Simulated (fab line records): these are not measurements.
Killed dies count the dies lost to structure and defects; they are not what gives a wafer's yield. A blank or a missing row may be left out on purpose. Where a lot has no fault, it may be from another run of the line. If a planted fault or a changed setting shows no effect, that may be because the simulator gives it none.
fab line records	flow sky130
record lots=12	wafers=36	last_day=50
route steps=708 shown FIELD_ISO@9 NWELL@81 VT_ADJUST_LVTN@107
lots with no fault: from the same line, run without faults
start_h: hours from the record's opening day to when the first of the lot's shown wafers began	wait_h: time in hours since the lot's previous step	" repeats the value in the row above	L1.1+2: a row that stands for several wafers	- no value present, or no start provided	* or withheld: withheld	< > ~ a bound
route shown NAME@n: names a module that has steps shown in the file, with the first one's number in the route	usual: mean/standard deviation of fault-free wafers	same: alike in all rows	chamber/n: place in a boat	sites: readings site by site	_std_site: the standard deviation of these	_edge_site: the outer-site mean with the inner-site mean subtracted	radius_mm: for every site, how far away it sits from the centre of the wafer	mask NAME#n: copy n	behind: the last tool/chamber to shape the wafer	hold: what put the lot on hold/how long, in hours/how the hold closed	device: which transistor (n, p or np) failed to switch	end of line: the same wafers' tests at the end of the route	step lacking rows: just its recipe	killed: count of dies lost to structure and defects at first sort (not the wafer's yield)	map: a wafer's dies, x killed, . not, _ none there
set.NAME: setting as actually run; set.NAME@STEP: the setting as run at that earlier step	model.NAME: the simulator's own value behind a step, which no gauge read
route steps across a sampled set of lots; one table per step, one row per wafer
services: from which hour (start_h, from the record's first day; less than 0 if before it) a tool's chamber was out of use, for how many hours, and why
## steps
# step SKY_FIELD_ISO_COAT_08
# recipe resist=KrF-thick	spin_rpm=3000	resist_thk_nm=450
lot.wafer	tool	chamber	start_h	wait_h
L887.1+2+4	litho_track-04	0	45	-
L888.2+4+6	litho_track-04	0	49	-
L890.2+5+6	litho_track-04	0	59	-
L893.1+4+6	litho_track-03	0	71	-
L896.2+4+5	litho_track-03	0	87	-
L897.1+3+4	litho_track-03	0	92	-
L898.2+3+4	litho_track-04	0	97	-
L899.3+5+6	litho_track-03	0	103	-
L902.2+3+5	litho_track-01	0	118	-
L903.1+2+6	litho_track-04	0	123	-
L904.1+2+3	litho_track-01	0	129	-
L906.3+4+5	litho_track-01	0	137	-
# step SKY_FIELD_ISO_STRIP_16
# recipe chemistry=O2/N2	power_w=1400	pressure_mtorr=1500	platen_temp_c=withheld	o2_flow_sccm=3000	n2_flow_sccm=300	overash_fraction=0.5
# usual chamber_pressure_mTorr=1499.9/1.5	drypump_motor_current_A=5.5/0.43	oes_product_au=0.377/0.0046	strip_time_to_endpoint_s=3.53/0.032
# same overash_fraction=0.5
lot.wafer	tool	chamber	start_h	wait_h	chamber_pressure_mTorr	drypump_motor_current_A	oes_product_au	rf_hours_counter_h	strip_time_to_endpoint_s
L887.1	plasma_asher-03	0	52.88	0.0	1500.6	5.6	0.382	37	3.56
L887.2	"	1	"	"	1502.6	5.2	0.386	37	3.54
L887.4	"	0	"	"	1500.8	5.6	0.377	-	3.49
L888.2	plasma_asher-03	1	57.53	0.0	1500.4	5.2	0.374	37	3.54
L888.4	"	1	"	"	1500.1	5.2	0.374	-	3.52
L888.6	"	1	"	"	1501.2	5.1	0.381	-	3.46
L890.2	plasma_asher-01	1	67.99	0.0	1501.0	6.5	0.377	38	3.49
L890.5	"	1	"	"	1498.6	6.5	0.374	-	3.51
L890.6	"	0	"	"	1499.9	5.3	0.373	-	3.52
L893.1	plasma_asher-03	0	80.33	0.0	1496.4	5.6	0.386	39	3.52
L893.4	"	0	"	"	1498.7	5.6	0.382	-	3.57
L893.6	"	0	"	"	1497.9	5.6	0.378	-	3.59
L896.2	plasma_asher-03	0	97.49	0.0	1501.2	5.6	0.380	41	3.56
L896.4	"	0	"	"	1500.5	5.6	0.377	-	3.55
L896.5	"	0	"	"	1499.0	5.6	0.373	-	3.51
L897.1	plasma_asher-03	0	101.95	0.0	1501.1	5.6	0.378	42	3.44
L897.3	"	0	"	"	1501.4	5.6	0.365	-	3.44
L897.4	"	1	"	"	1502.1	5.1	0.374	-	3.45
L898.2	plasma_asher-01	0	106.38	0.0	1499.4	5.3	0.384	42	3.58
L898.3	"	1	"	"	1499.1	6.5	0.379	-	3.52
L898.4	"	0	"	"	1498.7	5.3	0.377	-	3.56
L899.3	plasma_asher-04	0	113.76	0.1	1501.2	5.0	0.375	-	3.41
L899.5	"	1	"	"	1498.4	5.6	0.382	-	3.37
L899.6	"	0	"	"	1501.0	5.0	0.371	-	3.44
L902.2	plasma_asher-01	1	128.58	0.0	1497.0	6.5	0.387	1	3.53
L902.3	"	0	"	"	1500.7	5.3	0.378	-	3.54
L902.5	"	1	"	"	1499.5	6.5	0.382	-	3.51
L903.1	plasma_asher-01	0	133.89	0.0	1500.5	5.3	0.382	1	3.54
L903.2	"	1	"	"	1495.7	6.5	0.375	1	3.55
L903.6	"	1	"	"	1498.8	6.5	0.377	-	3.48
L904.1	plasma_asher-01	1	139.09	0.0	1498.9	6.5	0.383	2	3.54
L904.2	"	0	"	"	1499.1	5.3	0.371	2	3.47
L904.3	"	1	"	"	1497.8	6.4	0.380	-	3.53
L906.3	plasma_asher-03	0	148.22	0.1	1502.6	5.6	0.378	-	3.54
L906.4	"	1	"	"	1499.4	5.2	0.377	-	3.53
L906.5	"	1	"	"	1502.0	5.1	0.373	-	3.52
# step SKY_FIELD_ISO_ETCH_17
# recipe target_depth_a=3420	mask_material=Si3N4	chemistry=HBr/Cl2/O2	target=Si	taper_deg=5	icp_w=600	bias_w=150	pressure_mtorr=15	HBr_flow_sccm=150	Cl2_flow_sccm=40	O2_flow_sccm=6	time_s=97.7
# usual chamber_pressure_mTorr=15.001/0.014	drypump_motor_current_A=5.8/0.54	oes_product_au=1.001/0.011	throttle_valve_pct=25.656/0.011
lot.wafer	tool	chamber	start_h	wait_h	chamber_pressure_mTorr	drypump_motor_current_A	oes_product_au	rf_hours_counter_h	throttle_valve_pct
L887.1	rie_si-01	3	52.98	0.1	15.016	5.8	1.001	46	25.669
L887.2	"	2	"	"	15.003	6.2	1.000	1	25.655
L887.4	"	0	"	"	14.988	6.7	0.999	2	25.662
L888.2	rie_si-01	2	57.63	0.1	15.004	6.2	0.993	1	25.654
L888.4	"	1	"	"	14.986	4.8	1.010	1	25.651
L888.6	"	3	"	"	15.015	5.8	0.990	-	25.664
L890.2	rie_si-01	2	68.09	0.1	14.997	6.2	1.005	1	25.656
L890.5	"	0	"	"	15.025	6.6	0.991	-	25.659
L890.6	"	1	"	"	15.008	4.8	1.006	-	25.633
L893.1	rie_si-01	0	80.43	0.1	14.995	6.6	0.991	2	25.674
L893.4	"	1	"	"	15.013	4.8	1.015	1	25.647
L893.6	"	1	"	"	15.020	4.8	1.006	-	25.632
L896.2	rie_si-01	1	97.59	0.1	14.990	4.8	1.013	1	25.648
L896.4	"	3	"	"	15.018	5.8	1.002	47	25.661
L896.5	"	3	"	"	14.993	5.8	0.998	-	25.667
L897.1	rie_si-02	3	102.05	0.1	14.986	5.4	0.999	3	25.667
L897.3	"	0	"	"	14.981	5.8	0.990	0	25.679
L897.4	"	1	"	"	14.996	6.4	1.004	4	25.677
L898.2	rie_si-01	1	106.48	0.1	14.998	4.8	1.015	1	25.653
L898.3	"	0	"	"	15.018	6.6	1.001	2	25.666
L898.4	"	3	"	"	14.983	5.8	1.005	47	25.653
L899.3	rie_si-01	0	113.83	0.0	14.985	6.5	0.992	2	25.664
L899.5	"	0	"	"	15.001	6.6	0.997	-	25.664
L899.6	"	3	"	"	14.975	5.8	0.992	-	25.673
L902.2	rie_si-02	2	128.68	0.1	15.016	5.8	1.012	71	25.652
L902.3	"	3	"	"	15.001	5.4	0.994	-	25.654
L902.5	"	2	"	"	14.998	5.9	1.011	-	25.642
L903.1	rie_si-02	2	133.99	0.1	15.016	5.8	1.005	71	25.636
L903.2	"	3	"	"	14.984	5.4	0.991	4	25.651
L903.6	"	2	"	"	14.998	5.9	1.015	-	25.648
L904.1	rie_si-02	1	139.19	0.1	14.999	6.5	1.012	4	25.655
L904.2	"	2	"	"	15.020	5.9	1.014	71	25.636
L904.3	"	3	"	"	14.995	5.4	0.994	4	25.671
L906.3	rie_si-02	3	148.28	0.0	15.001	5.4	0.999	4	25.667
L906.4	"	2	"	"	15.005	5.9	1.019	71	25.639
L906.5	"	2	"	"	14.986	5.8	1.014	-	25.661
# step SKY_NWELL_RTA_28
# recipe temp_c=1050	time_s=30	idle_temp_c=650	ramp_up_c_per_s=150	ramp_down_c_per_s=90	ambient=N2
# usual lamp_power_pct=25.30/0.054	ramp_up_c_per_s=150.00/0.03	wafer_temp_C_max=1054.8/0.95
lot.wafer	tool	chamber	start_h	wait_h	lamp_power_pct	ramp_up_c_per_s	wafer_temp_C_max
L887.1	rtp_anneal-01	0	131.92	0.0	25.40	150.03	1056.4
L887.2	"	0	"	"	25.29	150.00	1055.6
L887.4	"	0	"	"	25.32	150.01	1054.6
L888.2	rtp_anneal-02	0	139.19	0.0	25.18	149.99	1055.2
L888.4	"	0	"	"	25.25	149.95	1055.6
L888.6	"	0	"	"	25.31	149.94	1054.1
L890.2	rtp_anneal-02	0	148.59	0.0	25.30	149.94	1056.7
L890.5	"	0	"	"	25.30	150.04	1054.5
L890.6	"	0	"	"	25.26	150.01	1056.3
L893.1	rtp_anneal-01	0	163.22	0.0	25.40	150.02	1055.3
L893.4	"	0	"	"	25.20	150.02	1054.0
L893.6	"	0	"	"	25.29	150.03	1054.9
L896.2	rtp_anneal-01	0	183.14	0.0	25.24	150.01	1054.0
L896.4	"	0	"	"	25.33	149.98	1054.9
L896.5	"	0	"	"	25.39	150.03	1054.9
L897.1	rtp_anneal-01	0	189.21	0.0	25.36	149.96	1054.7
L897.3	"	0	"	"	25.33	150.06	1056.3
L897.4	"	0	"	"	25.36	150.00	1053.7
L898.2	rtp_anneal-02	0	193.54	0.0	25.29	149.99	1053.7
L898.3	"	0	"	"	25.20	149.98	1055.5
L898.4	"	0	"	"	25.29	150.03	1055.8
L899.3	rtp_anneal-02	0	201.09	0.0	25.33	150.02	1055.3
L899.5	"	0	"	"	25.41	149.98	1056.3
L899.6	"	0	"	"	25.35	149.92	1055.1
L902.2	rtp_anneal-01	0	217.23	0.0	25.31	150.05	1054.4
L902.3	"	0	"	"	25.35	150.01	1054.2
L902.5	"	0	"	"	25.29	150.08	1056.0
L903.1	rtp_anneal-01	0	225.42	0.0	25.38	150.01	1053.9
L903.2	"	0	"	"	25.40	149.97	1054.6
L903.6	"	0	"	"	25.33	150.02	1053.6
L904.1	rtp_anneal-02	0	231.02	0.0	25.28	149.99	1054.0
L904.2	"	0	"	"	25.33	150.01	1055.0
L904.3	"	0	"	"	25.29	150.04	1056.0
L906.3	rtp_anneal-01	0	242.63	0.1	25.37	150.00	1055.5
L906.4	"	0	"	"	25.28	150.08	1054.7
L906.5	"	0	"	"	25.33	150.00	1054.5
# step SKY_VT_ADJUST_LVTN_TW_MEAS_10
# usual VT_ADJUST_LVTN_TW=241.4/1.5
lot.wafer	tool	chamber	start_h	wait_h	VT_ADJUST_LVTN_TW
L887.1	film_metro-02	-	171.09	0.1	240.5
L887.2	"	-	"	"	240.7
L887.4	"	-	"	"	240.6
L888.2	film_metro-02	-	180.77	0.1	240.2
L888.4	"	-	"	"	241.3
L888.6	"	-	"	"	240.6
L890.2	film_metro-04	-	191.06	0.1	239.3
L890.5	"	-	"	"	239.1
L890.6	"	-	"	"	239.2
L893.1	film_metro-04	-	206.59	0.1	239.8
L893.4	"	-	"	"	239.9
L893.6	"	-	"	"	240.1
L896.2	film_metro-03	-	228.32	0.1	242.3
L896.4	"	-	"	"	240.8
L896.5	"	-	"	"	241.5
L897.1	film_metro-02	-	235.05	0.1	239.5
L897.3	"	-	"	"	241.4
L897.4	"	-	"	"	241.3
L898.2	film_metro-03	-	239.57	0.1	242.4
L898.3	"	-	"	"	241.1
L898.4	"	-	"	"	242.0
L899.3	film_metro-02	-	247.63	0.1	241.3
L899.5	"	-	"	"	242.9
L899.6	"	-	"	"	242.5
L902.2	film_metro-04	-	264.92	0.1	242.5
L902.3	"	-	"	"	242.7
L902.5	"	-	"	"	241.8
L903.1	film_metro-03	-	274.39	0.1	242.5
L903.2	"	-	"	"	244.8
L903.6	"	-	"	"	244.6
L904.1	film_metro-02	-	279.01	0.1	240.5
L904.2	"	-	"	"	241.5
L904.3	"	-	"	"	240.0
L906.3	film_metro-03	-	292.73	0.1	243.1
L906.4	"	-	"	"	243.4
L906.5	"	-	"	"	243.6
## services
tool	chamber	start_h	hours	kind
rie_si-02	0	29.95	-	clean
rie_si-02	0	29.95	20.5	scheduled_down
rie_si-02	0	29.95	20.5	vent_cycle
plasma_asher-04	-	36.51	3.6	repair
rie_si-02	-	83.67	0.2	repair
rie_si-02	-	102.51	0.7	repair
plasma_asher-01	-	108.75	9.0	pm
plasma_asher-01	0	108.75	9.0	vent_cycle
plasma_asher-01	1	108.75	9.0	vent_cycle
plasma_asher-01	0	117.75	-	clean
plasma_asher-01	1	117.75	-	clean
rie_si-02	1	120.71	15.0	repair
rie_si-02	0	122.44	6.4	repair
rie_si-01	1	134.17	10.5	repair
rie_si-01	2	159.47	1.7	repair
plasma_asher-04	-	163.58	28.1	pm
plasma_asher-03	-	188.70	0.5	repair
plasma_asher-03	-	197.39	1.3	repair
plasma_asher-03	-	227.62	7.7	repair
rie_si-01	1	231.43	4.9	repair
plasma_asher-01	-	233.73	14.6	pm
plasma_asher-04	-	235.30	14.6	pm
## key
first_sign step=SKY_FIELD_ISO_STRIP_16	reading=strip_time_to_endpoint_s	direction=down	sigmas=3.2	usual=*	struck=*	through=*
effect none on later readings
met_at SKY_FIELD_ISO_COAT_08
struck_lots L897,L899
tester_left_out L897,L899
loop_trim step=SKY_FIELD_ISO_EXPOSE_10	setting=dose	lots=L899
not_acting_at SKY_FIELD_ISO_ETCH_17,SKY_NWELL_RTA_28,SKY_VT_ADJUST_LVTN_TW_MEAS_10
onset_between 87 92
fault kind=process_parameter_drift	tool=litho_track-03	chamber=-	onset_h=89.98	steps=SKY_FIELD_ISO_COAT_08	channel=resist_thk_nm	offset=-9.8278	shape=step	end_h=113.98	acts_in=these_recipes_only	stated=450
# tester_left_out: of these lots the tester's yield and bins aren't shown, on N5 and GAA mostly nor the transistor test; their killed dies are dies lost to structure and defects alone, not to doping, threshold or leakage, so they don't give the yield
# loop_trim: a control loop set the setting to another value than it would have without faults
